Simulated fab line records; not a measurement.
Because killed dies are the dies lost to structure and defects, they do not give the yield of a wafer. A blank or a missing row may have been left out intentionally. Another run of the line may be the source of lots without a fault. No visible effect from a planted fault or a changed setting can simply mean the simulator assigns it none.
Which of the tools did it?	flow sky130	6 lots, 18 wafers sampled, at 1 step of a route of 708

== WHAT THE GAUGES SHOWED, per wafer ==
SKY_FIELD_ISO_THK_MEAS_04.
lot	measured	on	FIELD_ISO_CVD_03_THK (nm)
L169	day 2 16:05	film metro-04	161.9 163.1 162.8
L174	day 3 15:28	film metro-02	164.3 163.0 163.4
L178	day 4 11:40	film metro-04	164.5 164.4 164.2
L181	day 4 23:04	film metro-02	163.3 162.6 163.6
L184	day 5 15:18	film metro-03	163.3 164.6 162.9
L186	day 6 06:16	film metro-04	164.2 164.7 164.5

== WHICH TOOL RAN EACH LOT (tool, then ch and the chambers of the sampled wafers, then the start) ==
Record: no process step prior to these readings.

== THE ANSWER, worked out from the rows above alone ==
Rule: the usual values come from the lots themselves. The widest of any qualifying gaps counts: lots, ordered by their means at a reading, are off when they make up no more than a third of the lots, leave a main group of 4 or more, and stand apart from it by 3 or more times the standard deviation of that group's means. A main group is skipped when, at the precision printed for the reading in the tables above, its means are all equal. A lot without any number at a reading at which 4 lots or more have one is off too. The other lots that the step has rows for count as sound.
No lot is off at any reading shown: from this, nothing can be told.

== WHAT THE SIMULATOR HAD PUT IN ==
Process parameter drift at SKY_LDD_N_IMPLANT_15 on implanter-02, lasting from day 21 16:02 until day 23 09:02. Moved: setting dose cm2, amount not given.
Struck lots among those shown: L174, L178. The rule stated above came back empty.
